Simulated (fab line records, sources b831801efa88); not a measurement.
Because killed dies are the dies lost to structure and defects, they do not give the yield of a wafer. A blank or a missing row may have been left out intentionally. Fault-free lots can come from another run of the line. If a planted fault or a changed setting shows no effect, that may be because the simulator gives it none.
fab line records    flow sky130
record: lots: 7  wafers: 19  last-day: 50
route steps=708 shown LDD_LDN@294 SPACER@304 POLY_CUT@307 PAD_OPEN@708
lots that met no fault: taken from a fault-free run of the same line
start-h: hours from the record's first day to the start of the lot's first wafer shown    wait-h: how many hours have passed since the lot's step before this one    " repeats the value in the row above    L1.1+2: several wafers, shown together as one row    - no value present, or no start provided    * or withheld: withheld    < > ~ a bound
route shown NAME@n: a module of which the file shows steps, and the number in the route of the first    usual: mean/standard deviation taken from wafers without a fault    same: alike in all rows    chamber/n: place in a boat    sites: each site's reading    _std_site: their standard deviation    _edge_site: mean of outer sites minus mean of inner sites    radius-mm: for every site, how far away it sits from the centre of the wafer    mask NAME#n: copy n    behind: tool/chamber where the wafer was last shaped    hold: reason for holding the lot/hours on hold/outcome of the hold    device: which transistor (n, p or np) failed to switch    end of line: tests run on the same wafers once the route is complete    where a step has no rows: the recipe by itself    killed: count of dies lost to structure and defects at first sort (not the wafer's yield)    map: a wafer's dies, marking killed ones x, the rest . and places with no die _
set.NAME: the run value of the setting; set.NAME@STEP: its run value at that earlier step    model.NAME: the simulator's own value behind a step, which no gauge read
a table for each step, a row for each wafer; lots at some steps of the route
services: from which hour (start-h, from the record's first day; less than 0 if before it) a tool's chamber was out of use, for how many hours, and why
== steps ==
step: SKY_LDD_LDN_PEB_05
recipe: temp-c: withheld  time-s: *  resist: NOVOLAK
step: SKY_LDD_LDN_DEVELOP_06
recipe: resist: NOVOLAK  developer: TMAH  develop-time-s: 60  dev-temp-c: 23
step: SKY_LDD_LDN_OVL_MEAS_07
usual: LDD_LDN_OVL: 0.6/1.6
lot.wafer  tool        chamber  start-h  wait-h  LDD_LDN_OVL[nm]
L337.1     overlay-02  -        541.63   0.1     -0.6
L337.2     "           -        "        "       0.6
L337.3     "           -        "        "       1.8
L344.1     overlay-02  -        605.69   0.1     2.2
L344.2     "           -        "        "       0.6
L344.3     "           -        "        "       0.6
L346.1     overlay-01  -        636.75   0.1     0.8
L346.5     "           -        "        "       -0.8
L346.6     "           -        "        "       2.5
L348.3     overlay-02  -        645.35   0.1     2.5
L348.6     "           -        "        "       3.7
L349.1     overlay-01  -        656.39   0.1     3.0
L349.4     "           -        "        "       1.1
L349.6     "           -        "        "       1.8
L351.3     overlay-02  -        667.21   0.1     -1.0
L351.6     "           -        "        "       -0.2
L356.1     overlay-01  -        700.55   0.1     -0.4
L356.2     "           -        "        "       -0.4
L356.6     "           -        "        "       0.3
step: SKY_LDD_LDN_IMPLANT_08
recipe: species: As  energy-kev: 15  dose-cm2: 1.25e+13  tilt-deg: withheld  rotation-deg: 23
step: SKY_LDD_LDN_IMPLANT_09
recipe: species: As  energy-kev: 15  dose-cm2: 1.25e+13  tilt-deg: withheld  rotation-deg: 113
step: SKY_LDD_LDN_IMPLANT_10
recipe: species: As  energy-kev: 15  dose-cm2: 1.25e+13  tilt-deg: withheld  rotation-deg: 203
step: SKY_LDD_LDN_IMPLANT_11
recipe: species: As  energy-kev: 15  dose-cm2: 1.25e+13  tilt-deg: withheld  rotation-deg: 293
step: SKY_LDD_LDN_STRIP_12
recipe: chemistry: O2/N2  power-w: 1400  pressure-mtorr: 1500  platen-temp-c: withheld  o2-flow-sccm: 3000  n2-flow-sccm: 300  overash-fraction: 0.5
usual: drypump-motor-current-A: 5.63/0.3  n2-flow-sccm: 300.1/0.84  oes-product-au: 0.716/0.0046  strip-time-to-endpoint-s: 14.19/0.042
same: overash-fraction: 0.5
lot.wafer  tool             chamber  start-h  wait-h  drypump-motor-current-A  n2-flow-sccm  oes-product-au  rf-hours-counter-h  strip-time-to-endpoint-s
L337.1     plasma-asher-04  0        542.26   0.1     5.69                     300.0         0.719           41                  14.23
L337.2     "                1        "        "       5.86                     300.0         0.715           41                  14.19
L337.3     "                0        "        "       5.69                     301.3         0.719           -                   14.20
L344.1     plasma-asher-03  1        606.32   0.1     5.23                     301.2         0.713           78                  14.15
L344.2     "                0        "        "       5.38                     300.4         0.715           78                  14.16
L344.3     "                1        "        "       5.23                     300.3         0.718           -                   14.18
L346.1     plasma-asher-04  0        637.39   0.1     5.70                     300.2         0.713           50                  14.25
L346.5     "                0        "        "       5.70                     300.0         0.714           -                   14.20
L346.6     "                1        "        "       5.88                     299.7         0.714           -                   14.18
L348.3     plasma-asher-02  1        646.01   0.1     5.35                     300.6         0.720           -                   14.21
L348.6     "                0        "        "       6.02                     300.8         0.715           -                   14.24
L349.1     plasma-asher-03  0        657.02   0.1     5.40                     300.5         0.720           83                  14.26
L349.4     "                0        "        "       5.39                     300.5         0.717           -                   14.18
L349.6     "                1        "        "       5.19                     300.7         0.711           -                   14.23
L351.3     plasma-asher-02  0        667.87   0.1     6.04                     299.4         0.723           -                   14.22
L351.6     "                1        "        "       5.35                     300.1         0.708           -                   14.22
L356.1     plasma-asher-04  0        701.19   0.1     5.70                     300.0         0.705           57                  14.26
L356.2     "                1        "        "       5.87                     299.4         0.713           57                  14.23
L356.6     "                0        "        "       5.68                     300.6         0.714           -                   14.25
step: SKY_LDD_LDN_TW_MEAS_13
usual: LDD_LDN_TW: 1481/12
lot.wafer  tool           chamber  start-h  wait-h  LDD_LDN_TW
L337.1     film-metro-03  -        542.36   0.1     1481
L337.2     "              -        "        "       1489
L337.3     "              -        "        "       1489
L344.1     film-metro-01  -        606.42   0.1     1470
L344.2     "              -        "        "       1478
L344.3     "              -        "        "       1480
L346.1     film-metro-01  -        637.49   0.1     1491
L346.5     "              -        "        "       1492
L346.6     "              -        "        "       1487
L348.3     film-metro-03  -        646.09   0.1     1488
L348.6     "              -        "        "       1490
L349.1     film-metro-01  -        657.12   0.1     1480
L349.4     "              -        "        "       1482
L349.6     "              -        "        "       1483
L351.3     film-metro-02  -        667.96   0.1     1477
L351.6     "              -        "        "       1480
L356.1     film-metro-03  -        701.29   0.1     1487
L356.2     "              -        "        "       1492
L356.6     "              -        "        "       1485
step: SKY_LDD_LDN_CLEAN_14
recipe: chemistry: SC1/SC2  mix: 1:4:20  temp-c: 70  time-s: 150  dry: n2-spin
step: SKY_SPACER_CVD_00
recipe: material: Si3N4  precursor: DCS/NH3  target-thk-nm: 43.1  temp-c: 770  time-s: 740  pressure-mtorr: 250
step: SKY_SPACER_THK_MEAS_01
recipe: reads: Si3N4_of_SPACER_CVD_00
usual: SPACER_CVD_00_THK: 43.1/0.45
lot.wafer  tool           chamber  start-h  wait-h  SPACER_CVD_00_THK[nm]
L337.1     film-metro-04  -        543.68   0.0     44.0
L337.2     "              -        "        "       44.0
L337.3     "              -        "        "       43.4
L344.1     film-metro-04  -        609.06   0.0     43.4
L344.2     "              -        "        "       43.5
L344.3     "              -        "        "       43.4
L346.1     film-metro-01  -        641.07   0.0     42.5
L346.5     "              -        "        "       42.4
L346.6     "              -        "        "       42.8
L348.3     film-metro-03  -        648.09   0.0     42.5
L348.6     "              -        "        "       42.5
L349.1     film-metro-01  -        658.44   0.0     42.6
L349.4     "              -        "        "       42.9
L349.6     "              -        "        "       42.4
L351.3     film-metro-03  -        669.93   0.0     43.2
L351.6     "              -        "        "       43.3
L356.1     film-metro-01  -        705.77   0.0     42.4
L356.2     "              -        "        "       42.6
L356.6     "              -        "        "       42.6
step: SKY_SPACER_ETCHBACK_02
recipe: chemistry: CH3F/O2  target: Si3N4  stop-on: SiO2  source-w: 400  bias-w: 80  pressure-mtorr: 25  ch3f-flow-sccm: 40  O2_flow_sccm: 30  time-s: 46.7  target-depth-a: 450
usual: ch3f-flow-sccm: 39.98/0.12  drypump-motor-current-A: 5.75/0.27  oes-product-au: 0.855/0.0066  throttle-valve-pct: 10.562/0.0079
lot.wafer  tool         chamber  start-h  wait-h  ch3f-flow-sccm  drypump-motor-current-A  oes-product-au  rf-hours-counter-h  throttle-valve-pct  model.SiO2_of_SONOS_ONO_CVD_04.thk-nm
L337.1     rie-diel-04  3        543.74   0.1     39.88           6.26                     0.867           5                   10.555              4.222
L337.2     "            1        "        "       39.88           6.15                     0.864           45                  10.561              4.139
L337.3     "            2        "        "       39.87           5.33                     0.864           10                  10.567              4.238
L344.1     rie-diel-02  0        609.12   0.1     40.04           5.54                     0.861           59                  10.568              4.462
L344.2     "            1        "        "       39.99           5.65                     0.852           28                  10.565              4.455
L344.3     "            3        "        "       39.98           5.90                     0.866           1                   10.562              4.332
L346.1     rie-diel-01  3        641.13   0.1     39.87           5.80                     0.851           8                   10.548              4.133
L346.5     "            1        "        "       39.94           5.37                     0.850           -                   10.564              4.272
L346.6     "            2        "        "       40.02           5.82                     0.863           -                   10.564              4.142
L348.3     rie-diel-02  2        648.13   0.0     40.11           5.74                     0.850           5                   10.560              4.106
L348.6     "            1        "        "       39.79           5.63                     0.853           -                   10.568              2.147
L349.1     rie-diel-02  2        658.50   0.1     39.79           5.74                     0.851           5                   10.577              4.324
L349.4     "            1        "        "       39.87           5.66                     0.855           -                   10.564              4.151
L349.6     "            2        "        "       39.98           5.73                     0.844           -                   10.563              2.223
L351.3     rie-diel-02  2        669.97   0.0     40.08           5.78                     0.857           5                   10.553              4.511
L351.6     "            2        "        "       39.98           5.76                     0.858           -                   10.569              2.415
L356.1     rie-diel-04  0        705.83   0.1     39.73           5.52                     0.842           11                  10.556              4.282
L356.2     "            2        "        "       39.87           5.36                     0.848           13                  10.566              4.205
L356.6     "            3        "        "       39.94           6.27                     0.851           -                   10.563              4.288
step: SKY_POLY_CUT_DEHYDRATE_00
recipe: temp-c: 200  time-s: 60
step: SKY_POLY_CUT_HMDS_01
recipe: prime-time-s: 60  prime-temp-c: 120
step: SKY_POLY_CUT_COAT_02
recipe: resist: BARC  temp-c: withheld  time-s: withheld  spin-rpm: 3000  resist-thk-nm: 60
step: SKY_POLY_CUT_COAT_03
recipe: resist: KrF-thick  spin-rpm: 3000  resist-thk-nm: 450
step: SKY_POLY_CUT_SOFTBAKE_04
recipe: temp-c: 100  time-s: 90  resist: KrF-thick
step: SKY_POLY_CUT_EXPOSE_05
recipe: mask-id: NPCM  na: 0.8  source-shape: annular  sigma-inner: 0.55  sigma-outer: 0.85  target-cd-nm: 270  dose-mj: 32
step: SKY_POLY_CUT_PEB_06
recipe: peb-temp-c: withheld  peb-time-s: withheld  resist: KrF-thick
step: SKY_POLY_CUT_DEVELOP_07
recipe: develop-time-s: 60  resist: KrF-thick  dev-temp-c: 21
step: SKY_POLY_CUT_CD_MEAS_08
recipe: target-cd-nm: 270
usual: cd-nm: 270.2/1.3
lot.wafer  tool       chamber  start-h  wait-h  cd-nm
L337.1     cd-sem-01  -        574.19   -       268.4
L337.2     "          -        "        "       269.1
L337.3     "          -        "        "       268.6
L344.1     cd-sem-02  -        638.39   -       271.6
L344.2     "          -        "        "       270.4
L344.3     "          -        "        "       269.4
L346.1     cd-sem-01  -        669.44   -       269.9
L346.5     "          -        "        "       270.2
L346.6     "          -        "        "       270.3
L348.3     cd-sem-02  -        676.40   -       268.0
L348.6     "          -        "        "       267.6
L349.1     cd-sem-02  -        686.36   -       269.3
L349.4     "          -        "        "       268.7
L349.6     "          -        "        "       267.5
L351.3     cd-sem-01  -        697.54   -       270.8
L351.6     "          -        "        "       270.3
L356.1     cd-sem-02  -        733.20   -       270.8
L356.2     "          -        "        "       269.8
L356.6     "          -        "        "       272.1
step: SKY_POLY_CUT_OVL_MEAS_09
usual: POLY_CUT_OVL: 3/5.6
lot.wafer  tool        chamber  start-h  wait-h  POLY_CUT_OVL[nm]
L337.1     overlay-01  -        574.31   0.1     10
L337.2     "           -        "        "       8
L337.3     "           -        "        "       9
L344.1     overlay-02  -        638.51   0.1     6
L344.2     "           -        "        "       8
L344.3     "           -        "        "       4
L346.1     overlay-01  -        669.56   0.1     6
L346.5     "           -        "        "       4
L346.6     "           -        "        "       16
L348.3     overlay-02  -        676.50   0.1     11
L348.6     "           -        "        "       10
L349.1     overlay-02  -        686.48   0.1     9
L349.4     "           -        "        "       5
L349.6     "           -        "        "       5
L351.3     overlay-01  -        697.63   0.1     3
L351.6     "           -        "        "       -2
L356.1     overlay-02  -        733.32   0.1     11
L356.2     "           -        "        "       7
L356.6     "           -        "        "       8
step: SKY_POLY_CUT_ETCH_10
recipe: chemistry: N2/H2  target: BARC  ion-energy-ev: 200  source-w: 500  bias-w: 100  pressure-mtorr: 30  n2-flow-sccm: 100  h2-flow-sccm: 200  stop-on: SiO2  time-s: 45.9  target-depth-a: 600
usual: drypump-motor-current-A: 5.75/0.28  h2-flow-sccm: 200.0/0.59  n2-flow-sccm: 99.98/0.3  oes-product-au: 0.855/0.0045  throttle-valve-pct: 13.224/0.0087
lot.wafer  tool         chamber  start-h  wait-h  drypump-motor-current-A  h2-flow-sccm  n2-flow-sccm  oes-product-au  rf-hours-counter-h  throttle-valve-pct
L337.1     rie-diel-01  2        574.34   0.0     5.87                     201.1         100.81        0.860           16                  13.221
L337.2     "            0        "        "       5.69                     199.9         99.55         0.854           18                  13.228
L337.3     "            1        "        "       5.38                     199.6         100.31        0.864           12                  13.243
L344.1     rie-diel-01  0        638.54   0.0     5.70                     199.3         99.74         0.852           19                  13.230
L344.2     "            1        "        "       5.36                     200.4         99.57         0.859           13                  13.233
L344.3     "            2        "        "       5.84                     200.3         99.63         0.855           17                  13.210
L346.1     rie-diel-03  2        669.59   0.0     6.25                     200.3         99.79         0.848           10                  13.229
L346.5     "            3        "        "       6.24                     200.8         99.81         0.858           -                   13.245
L346.6     "            2        "        "       6.25                     200.2         99.99         0.852           -                   13.227
L348.3     rie-diel-02  1        676.52   0.0     5.68                     201.0         100.19        0.853           29                  13.229
L348.6     "            3        "        "       5.90                     200.0         100.27        0.859           -                   13.221
L349.1     rie-diel-01  1        686.52   0.0     5.41                     200.4         100.32        0.861           15                  13.236
L349.4     "            3        "        "       5.81                     199.9         99.94         0.852           -                   13.216
L349.6     "            1        "        "       5.39                     200.0         99.53         0.851           -                   13.228
L351.3     rie-diel-01  1        697.66   0.0     5.37                     200.0         99.89         0.860           15                  13.220
L351.6     "            1        "        "       5.37                     199.5         99.93         0.856           -                   13.220
L356.1     rie-diel-02  0        733.36   0.0     5.53                     199.6         99.79         0.858           1                   13.214
L356.2     "            1        "        "       5.64                     199.3         100.16        0.854           30                  13.233
L356.6     "            1        "        "       5.65                     199.5         99.76         0.849           -                   13.229
step: SKY_POLY_CUT_ETCH_11
recipe: target: Si3N4  chemistry: CF4/CH2F2/Ar  stop-on: poly-Si  source-w: 600  bias-w: 150  pressure-mtorr: 40  cf4-flow-sccm: 40  ch2f2-flow-sccm: 20  Ar_flow_sccm: 150  time-s: 42.5  target-depth-a: 600
usual: drypump-motor-current-A: 5.74/0.29  oes-product-au: 0.835/0.0063  throttle-valve-pct: 14.995/0.0093
lot.wafer  tool         chamber  start-h  wait-h  drypump-motor-current-A  oes-product-au  rf-hours-counter-h  throttle-valve-pct  model.etch.depth-nm  model.POLY_CUT.feature-depth-nm
L337.1     rie-diel-01  2        574.39   0.0     5.86                     0.826           16                  14.990              62                   62
L337.2     "            0        "        "       5.73                     0.833           18                  14.995              62.74                62.74
L337.3     "            1        "        "       5.41                     0.836           12                  14.984              62.55                62.55
L344.1     rie-diel-01  0        638.59   0.0     5.71                     0.842           20                  14.996              62.7                 62.7
L344.2     "            1        "        "       5.37                     0.840           14                  14.987              63.34                63.34
L344.3     "            2        "        "       5.83                     0.838           17                  14.999              63.69                63.69
L346.1     rie-diel-03  2        669.64   0.0     6.24                     0.833           10                  14.999              62.32                62.32
L346.5     "            3        "        "       6.21                     0.834           -                   15.010              62.4                 62.4
L346.6     "            2        "        "       6.24                     0.834           -                   15.018              62.57                62.57
L348.3     rie-diel-02  1        676.56   0.0     5.64                     0.835           29                  15.002              62.05                62.05
L348.6     "            3        "        "       5.91                     0.785           -                   14.986              56.74                56.74
L349.1     rie-diel-01  1        686.56   0.0     5.37                     0.843           15                  14.985              63.26                63.26
L349.4     "            3        "        "       5.79                     0.847           -                   15.002              63.69                63.69
L349.6     "            1        "        "       5.39                     0.792           -                   14.994              57.96                57.96
L351.3     rie-diel-01  1        697.70   0.0     5.40                     0.826           15                  14.993              62.48                62.48
L351.6     "            1        "        "       5.38                     0.795           -                   14.983              56.52                56.52
L356.1     rie-diel-02  0        733.40   0.0     5.55                     0.833           1                   14.987              62.96                62.96
L356.2     "            1        "        "       5.65                     0.837           30                  15.009              62.14                62.14
L356.6     "            1        "        "       5.66                     0.833           -                   14.986              62.45                62.45
step: SKY_POLY_CUT_STRIP_12
recipe: chemistry: O2/N2  power-w: 1400  pressure-mtorr: 1500  platen-temp-c: withheld  o2-flow-sccm: 3000  n2-flow-sccm: 300  overash-fraction: 0.5
usual: drypump-motor-current-A: 5.46/0.27  n2-flow-sccm: 300.0/0.86  oes-product-au: 0.453/0.0044  strip-time-to-endpoint-s: 5.362/0.017
same: overash-fraction: 0.5
lot.wafer  tool             chamber  start-h  wait-h  drypump-motor-current-A  n2-flow-sccm  oes-product-au  rf-hours-counter-h  strip-time-to-endpoint-s
L337.1     plasma-asher-01  0        574.43   0.0     5.33                     299.9         0.455           15                  5.372
L337.2     "                1        "        "       5.85                     300.3         0.452           15                  5.377
L337.3     "                0        "        "       5.32                     299.7         0.450           -                   5.362
L344.1     plasma-asher-01  1        638.63   0.0     5.85                     300.2         0.453           21                  5.335
L344.2     "                0        "        "       5.34                     300.4         0.452           21                  5.367
L344.3     "                0        "        "       5.33                     301.8         0.453           -                   5.355
L346.1     plasma-asher-03  0        669.68   0.0     5.37                     300.7         0.452           85                  5.357
L346.5     "                0        "        "       5.42                     300.3         0.444           -                   5.361
L346.6     "                1        "        "       5.19                     299.6         0.449           -                   5.379
L348.3     plasma-asher-01  0        676.64   0.1     5.35                     300.5         0.453           -                   5.350
L348.6     "                0        "        "       5.35                     300.1         0.450           -                   5.339
L349.1     plasma-asher-03  1        686.60   0.0     5.20                     300.4         0.457           86                  5.352
L349.4     "                0        "        "       5.42                     301.1         0.449           -                   5.372
L349.6     "                1        "        "       5.21                     300.4         0.454           -                   5.355
L351.3     plasma-asher-03  1        697.77   0.1     5.20                     299.8         0.457           -                   5.353
L351.6     "                0        "        "       5.35                     300.6         0.449           -                   5.326
L356.1     plasma-asher-03  0        733.44   0.0     5.39                     300.4         0.451           91                  5.364
L356.2     "                1        "        "       5.22                     298.3         0.459           91                  5.353
L356.6     "                1        "        "       5.27                     298.2         0.451           -                   5.380
step: SKY_PAD_OPEN_PROBE_99
lot.wafer  tool       chamber  start-h  wait-h  model.etest.pfet_01v8.r-on-ohm-um  model.etest.res-pdiff.line-ohm-um  model.etest.res-ndiff.line-ohm-um  model.etest.nfet-g5v0d10v5.r-on-ohm-um  model.etest.sonos-uncharged.r-on-ohm-um  model.etest.pfet_01v8.drive-ua-um  model.etest.res-pdiff.rs-ohm-sq  model.etest.pfet_01v8_hvt.drive-ua-um
L337.1     prober-01  -        1086.03  0.1     2877                               1389                               767.9                              1865                                    807.3                                    194.3                              199.7                            145.4
L337.2     prober-01  -        1086.08  0.1     2905                               1402                               766.3                              1916                                    811.5                                    192.8                              199                              143.8
L337.3     prober-01  -        1086.13  0.2     2956                               1408                               761.5                              1896                                    810.8                                    190.9                              198.5                            142.6
L344.1     prober-01  -        1127.82  0.1     2874                               1354                               730.4                              1859                                    824.7                                    195.2                              197.4                            144.9
L344.2     prober-01  -        1127.87  0.1     2914                               1324                               720.8                              1845                                    812.5                                    193.5                              195.4                            144.1
L344.3     prober-01  -        1127.92  0.2     2919                               1367                               746.7                              1865                                    819.2                                    193.5                              195.9                            142
L346.1     prober-01  -        1152.15  0.1     2851                               1363                               762.2                              1865                                    815                                      195.3                              194.5                            145.8
L346.5     prober-01  -        1152.35  0.2     2900                               1375                               778.9                              1879                                    818.2                                    193.2                              195.8                            142.4
L346.6     prober-01  -        1152.40  0.2     2785                               1355                               760.8                              1843                                    787.9                                    203.1                              194.4                            151.6
L348.3     prober-01  -        1155.26  0.2     2862                               1307                               741.4                              1851                                    803.5                                    194.2                              195.2                            143.1
L348.6     prober-01  -        1155.41  0.2     2622                               1249                               712.9                              1832                                    784.7                                    217.1                              176.5                            162.3
L349.1     prober-02  -        1161.16  0.1     2897                               1386                               760.5                              1867                                    817.3                                    193.7                              197.7                            145.3
L349.4     prober-02  -        1161.31  0.2     2873                               1369                               755.5                              1896                                    813.3                                    193.2                              197                              144.1
L349.6     prober-02  -        1161.41  0.2     2705                               1249                               717.5                              1865                                    771.8                                    209.2                              179.2                            157.6
L351.3     prober-02  -        1168.22  0.2     2878                               1386                               792.2                              1880                                    831.9                                    193.6                              197.7                            142.9
L351.6     prober-02  -        1168.37  0.2     2645                               1292                               742.1                              1830                                    796.2                                    215.8                              178.1                            159.8
L356.1     prober-01  -        1189.06  0.1     2800                               1346                               764.3                              1881                                    806.4                                    200.9                              193.8                            149.8
L356.2     prober-01  -        1189.11  0.1     2813                               1323                               755.5                              1873                                    812.3                                    199.1                              191.8                            149.1
L356.6     prober-01  -        1189.31  0.2     2808                               1372                               786.1                              1867                                    832.1                                    199.7                              191.3                            148.1
killed by level:class
L337.1 CONTACT:geometric-particle:open=8 VIA1:geometric-particle:open=8 CONTACT:geometric-particle:short=7 POLY_GATE:geometric-particle:short=6 FIELD_ISO:geometric-particle:open=5 POLY_GATE:geometric-particle:open=5 LOCAL_INTERCONNECT:geometric-particle:short=5 VIA1:geometric-particle:short=5
L337.2 CONTACT:geometric-particle:open=9 VIA1:geometric-particle:open=8 FIELD_ISO:geometric-particle:open=7 POLY_GATE:geometric-particle:open=6 VIA3:geometric-particle:open=6 CONTACT:geometric-particle:short=5 VIA2:geometric-particle:open=5 POLY_GATE:geometric-particle:short=4
L337.3 VIA3:geometric-particle:open=8 VIA2:geometric-particle:open=8 LI_CONTACT:geometric-particle:open=8 VIA1:geometric-particle:short=7 FIELD_ISO:geometric-particle:open=6 CONTACT:geometric-particle:open=6 CONTACT:geometric-particle:short=6 VIA1:geometric-particle:open=6
L344.1 LI_CONTACT:geometric-particle:open=9 VIA1:geometric-particle:open=8 VIA2:geometric-particle:open=8 VIA3:geometric-particle:open=7 CONTACT:geometric-particle:short=6 CONTACT:geometric-particle:open=6 VIA1:geometric-particle:short=6 LOCAL_INTERCONNECT:geometric-particle:short=4
L344.2 VIA1:geometric-particle:open=11 FIELD_ISO:geometric-particle:open=9 LI_CONTACT:geometric-particle:open=7 VIA3:geometric-particle:short=7 VIA2:geometric-particle:open=6 CONTACT:geometric-particle:open=6 CONTACT:geometric-particle:short=5 POLY_GATE:geometric-particle:open=4
L344.3 VIA1:geometric-particle:open=11 LI_CONTACT:geometric-particle:open=7 CONTACT:geometric-particle:short=7 METAL2:geometric-particle:short=7 VIA2:geometric-particle:open=7 FIELD_ISO:geometric-particle:short=6 VIA3:geometric-particle:short=5 CONTACT:geometric-particle:open=5
L346.1 LI_CONTACT:geometric-particle:open=12 VIA2:geometric-particle:open=12 CONTACT:geometric-particle:open=10 METAL2:geometric-particle:short=8 VIA1:geometric-particle:short=7 VIA1:geometric-particle:open=7 VIA3:geometric-particle:open=7 FIELD_ISO:geometric-particle:open=6
L346.5 VIA1:geometric-particle:open=18 VIA3:geometric-particle:open=9 CONTACT:geometric-particle:open=8 LI_CONTACT:geometric-particle:open=7 VIA2:geometric-particle:open=7 FIELD_ISO:geometric-particle:open=6 CONTACT:geometric-particle:short=6 FIELD_ISO:geometric-particle:short=5
L346.6 VIA1:geometric-particle:open=11 VIA2:geometric-particle:open=10 VIA3:geometric-particle:open=10 CONTACT:geometric-particle:open=9 LI_CONTACT:geometric-particle:open=8 METAL3:geometric-particle:short=6 LOCAL_INTERCONNECT:geometric-particle:short=5 POLY_GATE:geometric-particle:open=4
L356.1 VIA1:geometric-particle:open=12 CONTACT:geometric-particle:open=8 LI_CONTACT:geometric-particle:open=6 VIA2:geometric-particle:open=6 METAL4:geometric-particle:short=6 POLY_GATE:geometric-particle:short=5 VIA1:geometric-particle:short=5 FIELD_ISO:geometric-particle:open=4
L356.2 VIA1:geometric-particle:open=21 CONTACT:geometric-particle:open=9 VIA3:geometric-particle:open=7 LI_CONTACT:geometric-particle:open=6 CONTACT:geometric-particle:short=6 POLY_GATE:geometric-particle:open=5 VIA1:geometric-particle:short=5 VIA2:geometric-particle:open=5
L356.6 LI_CONTACT:geometric-particle:open=13 CONTACT:geometric-particle:open=9 VIA1:geometric-particle:open=8 POLY_GATE:geometric-particle:open=7 VIA1:geometric-particle:short=5 VIA2:geometric-particle:open=5 LOCAL_INTERCONNECT:geometric-particle:short=4 VIA3:geometric-particle:open=4
== services ==
tool             chamber  start-h  hours  kind
plasma-asher-02  -        534.43   1.9    repair
rie-diel-03      3        552.55   4.1    repair
plasma-asher-04  -        557.92   8.3    repair
rie-diel-02      2        565.35   5.7    repair
rie-diel-03      0        569.54   7.1    repair
rie-diel-01      -        574.96   0.6    repair
rie-diel-01      1        575.04   2.3    repair
rie-diel-04      3        596.53   2.9    repair
rie-diel-01      0        625.82   7.1    repair
plasma-asher-04  -        635.27   1.8    repair
plasma-asher-03  -        640.99   1.4    repair
rie-diel-02      -        672.59   2.8    pm
rie-diel-01      0        672.91   132.0  repair
plasma-asher-02  -        684.16   7.0    repair
rie-diel-03      1        696.11   4.6    repair
rie-diel-03      -        697.69   0.2    repair
rie-diel-01      -        699.99   14.6   pm
rie-diel-04      1        707.93   49.0   repair
rie-diel-04      3        712.45   4.3    repair
rie-diel-01      -        715.71   2.8    pm
plasma-asher-01  -        719.50   1.9    repair
rie-diel-03      0        720.37   8.6    repair
rie-diel-01      2        727.19   1.8    repair
rie-diel-02      3        730.94   8.2    repair
== key ==
first-sign: step: SKY_POLY_CUT_ETCH_11  reading: oes-product-au  direction: down  sigmas: 7.2  usual: 0.835  struck: 0.791
effect none on later readings
model-effect: step: SKY_SPACER_ETCHBACK_02  value: SiO2_of_SONOS_ONO_CVD_04.thk-nm  without: 4.278  struck: 2.262
model-effect: step: SKY_POLY_CUT_ETCH_11  value: etch.depth-nm  without: 62.72  struck: 57.07
model-effect: step: SKY_PAD_OPEN_PROBE_99  value: etest.pfet_01v8.r-on-ohm-um  without: 2893  struck: 2657
met-at SKY_SPACER_ETCHBACK_02
struck-wafers L348.6,L349.6,L351.6
sort-left-out L348.6,L349.6,L351.6
tester-left-out L348,L349,L351
onset-between 609.12 648.13
fault: kind: process-parameter-drift  tool: rie-diel-02  chamber: -  onset-h: 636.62  steps: SKY_SPACER_ETCHBACK_02  channel: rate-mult  offset: 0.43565  shape: step  end-h: 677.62  scope: struck-wafers-only
tester-left-out: of these lots the tester's yield and bins aren't shown, on N5 and GAA mostly nor the transistor test; their killed dies are dies lost to structure and defects alone, not to doping, threshold or leakage, so they don't give the yield
sort-left-out: the simulated sort isn't trusted on such a fault, so these wafers' sort isn't shown, and their yield isn't known
